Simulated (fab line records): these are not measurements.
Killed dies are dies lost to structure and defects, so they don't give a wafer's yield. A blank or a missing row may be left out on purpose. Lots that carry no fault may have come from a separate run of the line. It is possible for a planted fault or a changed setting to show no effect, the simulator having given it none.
8D (eight disciplines) problem report, filled in by code | flow sky130 | the parts of the form that need people (team, actions taken, sign-off) are left out

## 1. THE ISSUE
At SKY_VIA1_CMP_02, platen-rpm averages 65.98 rpm over 2 wafers from 2 lots, while fault-free wafers read 60.00 rpm, standard deviation 0.045. That is +99 or more standard deviations from the usual mean.
The step: polishes SiO2.
First seen on wafer L856.4, day 32 12:17, on cmp-02. The record holds 33 wafers of 11 lots with a number at this step. By rule, "out" or "out of limits" means more than 4 standard deviations away from the usual mean. Any other wafer with a number is counted as sound.

## 2. WHAT IT IS AND WHAT IT IS NOT
question                    | is                | is not
which readings at this step | platen-rpm        | motor-current-A
which lots                  | L856, L859        | L849, L851, L853, L855, L865, L866, L869, L871, L872
which wafers of those lots  | L856.4, L859.3    | L856.2, L856.6, L859.1, L859.6
read on which tools         | cmp-02            | cmp-01
when                        | from day 32 12:17 | up to then (14 sound wafers); but 17 sound wafers of L859, L865, L866, L869, L871, L872 came after

## 3. THE SUSPECTS, EACH WITH WHAT RULES IT OUT
Counting: any tool at a process step up to the reading remains a suspect provided it ran every lot that is out. Sound lots after the first of them don't rule it out here, since some wafers of a struck lot are sound.
- pvd-sputter-03 at SKY_CONTACT_SPUTTER_23 (material TiN, target thk 20 nm, time 80 s): kept. Ran every lot that is out, first one L856 (day 31 04:55); last sound lot up to then L853 (day 30 03:47).
- rie-metal-02 at SKY_METAL1_METAL_ETCH_19 (etches the open film in Cl2/BCl3, stops on SiO2, target depth 360 nm, time 78 s): kept. Ran every lot that is out, first one L856 (day 32 11:26); last sound lot up to then L853 (day 31 09:49).
- plasma-asher-03 at SKY_METAL1_STRIP_20 (strips in O2/N2): kept. Ran every lot that is out, first one L856 (day 32 11:31); last sound lot up to then L855 (day 31 19:26).
- cmp-02 at SKY_VIA1_CMP_02 (polishes SiO2): kept. Ran every lot that is out, first one L856 (day 32 12:17); last sound lot up to then L855 (day 31 20:11). Out on those wafers are its own readings of platen-rpm.
- Within cmp-02 at SKY_VIA1_CMP_02: the wafers that are out ran in chamber 1; their sound lot-mates ran in chambers 2, 3.
Left after counting: pvd-sputter-03 at SKY_CONTACT_SPUTTER_23, rie-metal-02 at SKY_METAL1_METAL_ETCH_19, plasma-asher-03 at SKY_METAL1_STRIP_20, cmp-02 at SKY_VIA1_CMP_02.

## 4. THE CAUSE (what the simulator had put in)
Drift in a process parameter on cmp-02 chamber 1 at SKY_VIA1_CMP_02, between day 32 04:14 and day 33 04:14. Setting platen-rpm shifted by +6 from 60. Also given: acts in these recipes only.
Of the 4 suspects that counting leaves, this tool is one.

## 5. THE EFFECT CHAIN, in route order
Rows list readings where the struck wafers' mean (over those with a number) sits beyond 3 standard deviations from the usual. Only readings whose record carries a usual standard deviation are examined. hours: median over the lots of the time between each lot's start at the first step of this table that gives one and its start at this step. sigmas: the change, counted in usual standard deviations.
hours | step            | reading    | usual     | on struck wafers | change | sigmas
0     | SKY_VIA1_CMP_02 | platen-rpm | 60.00 rpm | 65.98            | +5.98  | +99 or more
Process steps it contains:
- SKY_VIA1_CMP_02: polishes SiO2.

## 6. HOW IT WOULD HAVE BEEN CAUGHT EARLIER
First out-of-limits reading in this record: day 32 12:17, which is 8 hours after fault onset at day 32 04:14.
